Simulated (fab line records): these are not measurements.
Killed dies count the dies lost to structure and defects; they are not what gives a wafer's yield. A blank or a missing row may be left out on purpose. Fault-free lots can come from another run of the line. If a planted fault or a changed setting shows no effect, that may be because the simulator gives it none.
fab line records | flow sky130
record lots=6 | wafers=18 | last-day=50
route steps=708 shown VIA4@652 METAL5@661 PAD_OPEN@708
lots untouched by any fault: they come from a run of this same line in which no faults occurred
start-h: start of the lot's first displayed wafer, in hours after the record's first day | wait-h: how many hours have passed since the lot's step before this one | " unchanged from the row above | L1.1+2: a single row standing in for several wafers | - value missing, or start not given | * or withheld: withheld | < > ~ a bound
route shown NAME@n: names a module that has steps shown in the file, with the first one's number in the route | usual: mean/standard deviation taken from wafers without a fault | same: alike in all rows | chamber/n: place in a boat | sites: each site's reading | _std_site: the standard deviation of these | _edge_site: inner sites' mean taken away from outer sites' mean | radius-mm: how far each site lies from the wafer's centre | mask NAME#n: copy n | behind: the last tool/chamber to shape the wafer | hold: why the lot went on hold/how many hours it stayed there/how the hold came to an end | device: the n, p or np transistor that did not switch | end of line: at the end of the route, the tests of the same wafers | for a step that has no rows: nothing shown but its recipe | killed: not the wafer's yield, but the dies lost to structure and defects at the first sort | map: the dies of a wafer, with x for killed, . for not killed, _ for no die there
set.NAME: the setting that was run; set.NAME@STEP: the one run at that earlier step | model.NAME: the simulator's own value behind a step, which no gauge read
lots at selected steps of the route; one table per step, one row per wafer
services: from which hour (start-h, from the record's first day; less than 0 if before it) a tool's chamber was out of use, for how many hours, and why
## steps
# step SKY_VIA4_STRIP_13
# recipe chemistry=O2/N2 | power-w=1400 | pressure-mtorr=1500 | platen-temp-c=withheld | o2-flow-sccm=3000 | n2-flow-sccm=300 | overash-fraction=0.5
# step SKY_VIA4_STRIP_14
# recipe chemistry=post-etch-residue-remover | time-s=1200 | temp-c=72.5
# step SKY_VIA4_CLEAN_15
# recipe chemistry=IPA | time-s=180 | temp-c=25
# step SKY_VIA4_CLEAN_16
# recipe chemistry=O3/DIW | dry=n2-spin
# step SKY_VIA4_SPUTTER_17
# recipe material=TiN | target-thk-nm=20 | chamber-pressure-pa=5 | power-w=4000 | time-s=80
# step SKY_VIA4_CVD_18
# recipe material=W | target-thk-nm=505 | time-s=152.14 | temp-c=400 | pressure-torr=40
# usual chamber-pressure-Torr=39.98/0.081 | heater-power-w=774/53
lot.wafer | tool     | chamber | start-h | wait-h | chamber-pressure-Torr | heater-power-w | since-wet-clean-h
L259.4    | cvd-w-02 | 0       | 1037.13 | 0.1    | 40.03                 | 787            | -
L259.5    | "        | 0       | "       | "      | 39.92                 | 808            | -
L259.6    | "        | 1       | "       | "      | 40.11                 | 717            | -
L264.2    | cvd-w-01 | 0       | 1073.32 | 0.0    | 40.04                 | 832            | 155
L264.4    | "        | 0       | "       | "      | 39.90                 | 829            | -
L264.5    | "        | 0       | "       | "      | 39.98                 | 829            | -
L274.1    | cvd-w-01 | 1       | 1125.56 | 0.0    | 39.93                 | 731            | 208
L274.2    | "        | 0       | "       | "      | 40.04                 | 848            | 208
L274.4    | "        | 0       | "       | "      | 39.88                 | 846            | -
L273.2    | cvd-w-01 | 1       | 1125.88 | 0.0    | 40.00                 | 732            | 208
L273.3    | "        | 0       | "       | "      | 40.08                 | 862            | -
L273.6    | "        | 0       | "       | "      | 40.04                 | 841            | -
L276.1    | cvd-w-02 | 0       | 1141.57 | 0.0    | 39.90                 | 814            | 738
L276.5    | "        | 0       | "       | "      | 39.87                 | 824            | -
L276.6    | "        | 1       | "       | "      | 40.02                 | 704            | -
L278.3    | cvd-w-02 | 0       | 1144.53 | 0.1    | 39.98                 | 814            | -
L278.4    | "        | 1       | "       | "      | 39.98                 | 712            | -
L278.6    | "        | 1       | "       | "      | 39.98                 | 713            | -
# step SKY_VIA4_RS_MEAS_19
# recipe thk-meas-gauge=four-point-probe | reads=W_of_VIA4_CVD_18+TiN_of_VIA4_SPUTTER_17
# usual VIA4_W_RS=0.2274/0.0029
lot.wafer | tool          | chamber | start-h | wait-h | VIA4_W_RS[ohm/sq]
L259.4    | film-metro-04 | -       | 1037.29 | 0.1    | 0.2241
L259.5    | "             | -       | "       | "      | 0.2239
L259.6    | "             | -       | "       | "      | 0.2292
L264.2    | film-metro-04 | -       | 1073.50 | 0.1    | 0.2250
L264.4    | "             | -       | "       | "      | 0.2234
L264.5    | "             | -       | "       | "      | 0.2252
L274.1    | film-metro-04 | -       | 1125.71 | 0.1    | 0.2256
L274.2    | "             | -       | "       | "      | 0.2310
L274.4    | "             | -       | "       | "      | 0.2288
L273.2    | film-metro-01 | -       | 1126.06 | 0.1    | 0.2263
L273.3    | "             | -       | "       | "      | 0.2281
L273.6    | "             | -       | "       | "      | 0.2300
L276.1    | film-metro-01 | -       | 1141.72 | 0.1    | 0.2249
L276.5    | "             | -       | "       | "      | 0.2279
L276.6    | "             | -       | "       | "      | 0.2301
L278.3    | film-metro-04 | -       | 1144.67 | 0.1    | 0.2274
L278.4    | "             | -       | "       | "      | 0.2306
L278.6    | "             | -       | "       | "      | 0.2327
# step SKY_VIA4_THK_MEAS_20
# recipe thk-meas-gauge=xrf | reads=W_of_VIA4_CVD_18
# usual VIA4_W_THK=514/8.5
lot.wafer | tool          | chamber | start-h | wait-h | VIA4_W_THK[nm]
L259.4    | film-metro-04 | -       | 1037.38 | 0.1    | 519
L259.5    | "             | -       | "       | "      | 520
L259.6    | "             | -       | "       | "      | 506
L264.2    | film-metro-04 | -       | 1073.61 | 0.1    | 518
L264.4    | "             | -       | "       | "      | 521
L264.5    | "             | -       | "       | "      | 514
L274.1    | film-metro-04 | -       | 1125.83 | 0.1    | 513
L274.2    | "             | -       | "       | "      | 502
L274.4    | "             | -       | "       | "      | 508
L273.2    | film-metro-01 | -       | 1126.17 | 0.1    | 524
L273.3    | "             | -       | "       | "      | 519
L273.6    | "             | -       | "       | "      | 515
L276.1    | film-metro-01 | -       | 1141.84 | 0.1    | 525
L276.5    | "             | -       | "       | "      | 520
L276.6    | "             | -       | "       | "      | 517
L278.3    | film-metro-04 | -       | 1144.77 | 0.1    | 515
L278.4    | "             | -       | "       | "      | 504
L278.6    | "             | -       | "       | "      | 498
# step SKY_VIA4_CMP_21
# recipe stop-on=SiO2 | t-overpolish-s=25 | down-force-psi=3.5 | platen-rpm=60 | target-thk-nm=0 | pad-velocity-m-s=0.94248
# usual motor-current-A=11.5/0.81 | overpolish-run-s=24.999/0.0091 | slurry-filter-dp-kPa=13.50/0.13 | time-to-endpoint-s=124/4.3
lot.wafer | tool   | chamber | start-h | wait-h | motor-current-A | overpolish-run-s | slurry-filter-dp-kPa | time-to-endpoint-s
L259.4    | cmp-02 | 0       | 1037.41 | 0.0    | 11.9            | 25.005           | 13.63                | 128
L259.5    | "      | 0       | "       | "      | 12.0            | 25.010           | 13.58                | 128
L259.6    | "      | 1       | "       | "      | 11.9            | 24.992           | 13.51                | 127
L264.2    | cmp-02 | 1       | 1073.71 | 0.1    | 11.7            | 24.996           | 13.43                | 124
L264.4    | "      | 3       | "       | "      | 11.8            | 24.993           | 13.34                | 132
L264.5    | "      | 1       | "       | "      | 12.2            | 25.001           | 13.50                | 131
L274.4    | cmp-01 | 3       | 1125.94 | 0.1    | 12.0            | 24.978           | 13.59                | 122
L274.2    | "      | 0       | "       | "      | 9.9             | 25.006           | 13.51                | 118
L274.1    | "      | 1       | "       | "      | 11.0            | 24.996           | 13.46                | 124
L273.3    | cmp-02 | 1       | 1126.54 | 0.3    | 11.6            | 24.999           | 13.42                | 126
L273.2    | "      | 2       | "       | "      | 11.7            | 25.000           | 13.38                | 130
L273.6    | "      | 0       | "       | "      | 11.9            | 25.001           | 13.67                | 124
L276.1    | cmp-02 | 2       | 1141.95 | 0.1    | 10.2            | 24.992           | 13.45                | 127
L276.5    | "      | 1       | "       | "      | 12.6            | 25.001           | 13.44                | 123
L276.6    | "      | 2       | "       | "      | 10.6            | 25.007           | 13.49                | 124
L278.3    | cmp-02 | 2       | 1145.08 | 0.3    | 10.3            | 24.993           | 13.29                | 130
L278.4    | "      | 0       | "       | "      | 12.4            | 25.004           | 13.58                | 124
L278.6    | "      | 1       | "       | "      | 11.6            | 25.002           | 13.36                | 122
# step SKY_METAL5_SPUTTER_00
# recipe material=Ti | target-thk-nm=15 | power-w=3000 | time-s=10 | chamber-pressure-pa=0.4
# step SKY_METAL5_SPUTTER_01
# recipe material=TiN | target-thk-nm=20 | power-w=6500 | time-s=16.7 | chamber-pressure-pa=0.4
# usual throttle-valve-pct=29.4/1
lot.wafer | tool           | chamber | start-h | wait-h | throttle-valve-pct
L259.4    | pvd-sputter-03 | -       | 1037.74 | 0.0    | 28.5
L259.5    | "              | -       | "       | "      | 29.7
L259.6    | "              | -       | "       | "      | 27.9
L264.2    | pvd-sputter-02 | -       | 1073.98 | 0.0    | 30.2
L264.4    | "              | -       | "       | "      | 28.7
L264.5    | "              | -       | "       | "      | 30.2
L274.1    | pvd-sputter-02 | -       | 1126.21 | 0.0    | 28.2
L274.2    | "              | -       | "       | "      | 28.8
L274.4    | "              | -       | "       | "      | 30.2
L273.2    | pvd-sputter-02 | -       | 1126.76 | 0.0    | 28.7
L273.3    | "              | -       | "       | "      | 30.6
L273.6    | "              | -       | "       | "      | 30.5
L276.1    | pvd-sputter-03 | -       | 1142.22 | 0.0    | 28.0
L276.5    | "              | -       | "       | "      | 28.0
L276.6    | "              | -       | "       | "      | 30.1
L278.3    | pvd-sputter-04 | -       | 1145.35 | 0.0    | 31.5
L278.4    | "              | -       | "       | "      | 28.5
L278.6    | "              | -       | "       | "      | 28.8
# step SKY_METAL5_SPUTTER_02
# recipe material=AlCu | target-thk-nm=1150 | power-w=10600 | time-s=61.2 | chamber-pressure-pa=0.4
# usual throttle-valve-pct=29.4/1
lot.wafer | tool           | chamber | start-h | wait-h | throttle-valve-pct
L259.4    | pvd-sputter-03 | -       | 1037.78 | 0.0    | 28.5
L259.5    | "              | -       | "       | "      | 29.6
L259.6    | "              | -       | "       | "      | 27.9
L264.2    | pvd-sputter-02 | -       | 1074.00 | 0.0    | 30.4
L264.4    | "              | -       | "       | "      | 28.8
L264.5    | "              | -       | "       | "      | 30.4
L274.1    | pvd-sputter-02 | -       | 1126.24 | 0.0    | 28.1
L274.2    | "              | -       | "       | "      | 28.7
L274.4    | "              | -       | "       | "      | 30.2
L273.2    | pvd-sputter-02 | -       | 1126.78 | 0.0    | 28.7
L273.3    | "              | -       | "       | "      | 30.5
L273.6    | "              | -       | "       | "      | 30.5
L276.1    | pvd-sputter-03 | -       | 1142.25 | 0.0    | 28.0
L276.5    | "              | -       | "       | "      | 27.9
L276.6    | "              | -       | "       | "      | 30.4
L278.3    | pvd-sputter-04 | -       | 1145.38 | 0.0    | 31.4
L278.4    | "              | -       | "       | "      | 28.5
L278.6    | "              | -       | "       | "      | 29.2
# step SKY_METAL5_SPUTTER_03
# recipe material=Ti | target-thk-nm=5 | power-w=3000 | time-s=3.3 | chamber-pressure-pa=0.4
# usual throttle-valve-pct=29.4/1
lot.wafer | tool           | chamber | start-h | wait-h | throttle-valve-pct | model.Ti_of_METAL5_SPUTTER_03.thk-nm
L259.4    | pvd-sputter-03 | -       | 1037.82 | 0.0    | 28.4               | 5.022
L259.5    | "              | -       | "       | "      | 29.7               | 4.738
L259.6    | "              | -       | "       | "      | 28.1               | 4.832
L264.2    | pvd-sputter-02 | -       | 1074.06 | 0.0    | 30.3               | 5.169
L264.4    | "              | -       | "       | "      | 28.7               | 4.851
L264.5    | "              | -       | "       | "      | 30.0               | 5.042
L274.1    | pvd-sputter-02 | -       | 1126.29 | 0.0    | 27.9               | 5.331
L274.2    | "              | -       | "       | "      | 28.9               | 6.455
L274.4    | "              | -       | "       | "      | 30.1               | 6.554
L273.2    | pvd-sputter-02 | -       | 1126.83 | 0.0    | 29.1               | 6.332
L273.3    | "              | -       | "       | "      | 30.4               | 5.187
L273.6    | "              | -       | "       | "      | 30.3               | 6.449
L276.1    | pvd-sputter-03 | -       | 1142.30 | 0.0    | 27.8               | 4.74
L276.5    | "              | -       | "       | "      | 28.0               | 4.719
L276.6    | "              | -       | "       | "      | 30.1               | 4.823
L278.3    | pvd-sputter-04 | -       | 1145.43 | 0.0    | 31.5               | 4.936
L278.4    | "              | -       | "       | "      | 28.6               | 4.975
L278.6    | "              | -       | "       | "      | 29.1               | 5.094
# step SKY_METAL5_SPUTTER_04
# recipe material=TiN | target-thk-nm=70 | power-w=6500 | time-s=58.3 | chamber-pressure-pa=0.4
# usual throttle-valve-pct=29.4/1
lot.wafer | tool           | chamber | start-h | wait-h | throttle-valve-pct
L259.4    | pvd-sputter-03 | -       | 1037.85 | 0.0    | 28.8
L259.5    | "              | -       | "       | "      | 29.6
L259.6    | "              | -       | "       | "      | 28.0
L264.2    | pvd-sputter-02 | -       | 1074.07 | 0.0    | 30.3
L264.4    | "              | -       | "       | "      | 29.1
L264.5    | "              | -       | "       | "      | 30.4
L274.1    | pvd-sputter-02 | -       | 1126.31 | 0.0    | 28.1
L274.2    | "              | -       | "       | "      | 28.9
L274.4    | "              | -       | "       | "      | 30.3
L273.2    | pvd-sputter-02 | -       | 1126.85 | 0.0    | 28.8
L273.3    | "              | -       | "       | "      | 30.7
L273.6    | "              | -       | "       | "      | 30.4
L276.1    | pvd-sputter-03 | -       | 1142.32 | 0.0    | 27.9
L276.5    | "              | -       | "       | "      | 28.1
L276.6    | "              | -       | "       | "      | 30.1
L278.3    | pvd-sputter-04 | -       | 1145.44 | 0.0    | 31.3
L278.4    | "              | -       | "       | "      | 28.3
L278.6    | "              | -       | "       | "      | 28.8
# step SKY_PAD_OPEN_PROBE_99
# usual defect-limited-yield=82.4/1.9 | killed_at_M0_to_M3=44/6.5 | killed_at_M4_up=3.0/1.5 | killed-at-contacts=25/5.1 | killed-at-front-end=14/4.1 | killed-at-other=0.3/0.57 | killed-dies=87/9.5 | killed-open=48/6.8 | killed-short=39/6.2 | sort_bin_3_pad_short=0.8/0.42 | sort_bin_5_function=10.4/1.4 | sort_bin_6_memory=6.3/1.2 | sort-n-pass=405/9.5 | sort-yield-pct=82.4/1.9
# same gross-dies=492 | killed-at-back-side=0 | sort_bin_4_leakage[%]=0 | sort_bin_8_speed[%]=0
lot.wafer | tool      | chamber | start-h | wait-h | defect-limited-yield[%] | killed_at_M0_to_M3 | killed_at_M4_up | killed-at-contacts | killed-at-front-end | killed-at-other | killed-dies | killed-open | killed-short | sort_bin_3_pad_short[%] | sort_bin_5_function[%] | sort_bin_6_memory[%] | sort-n-pass | sort-yield-pct[%]
L276.1    | prober-02 | -       | 1196.62 | 0.1    | 85.8                    | 38                 | 6               | 21                 | 5                   | 0               | 70          | 36          | 34           | 0.6                     | 8.5                    | 5.1                  | 422         | 85.8
L276.5    | prober-02 | -       | 1196.82 | 0.2    | 84.6                    | 45                 | 1               | 16                 | 14                  | 0               | 76          | 40          | 36           | 1.2                     | 8.3                    | 5.9                  | 416         | 84.6
L276.6    | prober-02 | -       | 1196.87 | 0.2    | 83.9                    | 48                 | 3               | 17                 | 11                  | 0               | 79          | 46          | 33           | 1.2                     | 10.0                   | 4.9                  | 413         | 83.9
# killed by level:class
L276.1 VIA1:geometric-particle:open=9 METAL2:geometric-particle:short=8 LOCAL_INTERCONNECT:geometric-particle:short=7 VIA3:geometric-particle:open=7 LI_CONTACT:geometric-particle:open=5 CONTACT:geometric-particle:short=5 VIA2:geometric-particle:open=5 METAL4:geometric-particle:short=5
L276.5 VIA1:geometric-particle:open=11 METAL1:geometric-particle:short=8 VIA2:geometric-particle:open=7 FIELD_ISO:geometric-particle:short=6 CONTACT:geometric-particle:short=5 LI_CONTACT:geometric-particle:open=4 CONTACT:geometric-particle:open=4 VIA1:geometric-particle:short=4
L276.6 VIA2:geometric-particle:open=14 VIA3:geometric-particle:open=7 VIA1:geometric-particle:short=6 CONTACT:geometric-particle:open=5 FIELD_ISO:geometric-particle:short=4 METAL1:geometric-particle:short=4 LI_CONTACT:geometric-particle:open=4 VIA1:geometric-particle:open=4
## services
tool           | chamber | start-h | hours | kind
pvd-sputter-04 | -       | 1023.68 | 0.9   | repair
pvd-sputter-02 | 0       | 1027.83 | -     | consumable-replace:kit
pvd-sputter-02 | 0       | 1027.83 | 18.0  | scheduled-down
pvd-sputter-02 | 0       | 1027.83 | 18.0  | vent-cycle
cmp-02         | -       | 1028.33 | 2.2   | repair
pvd-sputter-03 | 1       | 1029.37 | -     | consumable-replace:kit
pvd-sputter-03 | 1       | 1029.37 | 18.0  | scheduled-down
pvd-sputter-03 | 1       | 1029.37 | 18.0  | vent-cycle
cmp-01         | -       | 1049.66 | 1.7   | repair
cvd-w-02       | 1       | 1057.13 | 2.9   | repair
cmp-02         | -       | 1058.57 | 3.3   | repair
cmp-02         | -       | 1074.14 | 2.7   | repair
cmp-01         | -       | 1081.79 | 4.0   | pm
cmp-01         | -       | 1082.52 | 0.4   | repair
cmp-02         | -       | 1087.92 | 0.8   | repair
pvd-sputter-03 | 0       | 1109.13 | -     | consumable-replace:kit
pvd-sputter-02 | -       | 1113.11 | 2.0   | repair
pvd-sputter-03 | -       | 1124.09 | 3.0   | repair
pvd-sputter-02 | 3       | 1126.90 | -     | consumable-replace:kit
pvd-sputter-02 | 3       | 1126.90 | 18.0  | scheduled-down
pvd-sputter-02 | 3       | 1126.90 | 18.0  | vent-cycle
cmp-02         | -       | 1132.25 | 2.1   | pm
cmp-02         | -       | 1138.38 | 1.6   | repair
cmp-01         | -       | 1144.37 | 0.8   | repair
## key
first-sign none at tools or gauges
model-effect step=SKY_METAL5_SPUTTER_03 | value=Ti_of_METAL5_SPUTTER_03.thk-nm | without=4.975 | struck=6.447
met-at SKY_METAL5_SPUTTER_03
struck-wafers L273.2,L273.6,L274.2,L274.4
onset-between 1074.06 1126.29
fault kind=process-parameter-drift | tool=pvd-sputter-02 | chamber=- | onset-h=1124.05 | steps=SKY_METAL5_SPUTTER_03 | channel=target-thk-nm | offset=1.472 | shape=step | end-h=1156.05 | scope=struck-wafers-only | acts-in=these-recipes-only | stated=5
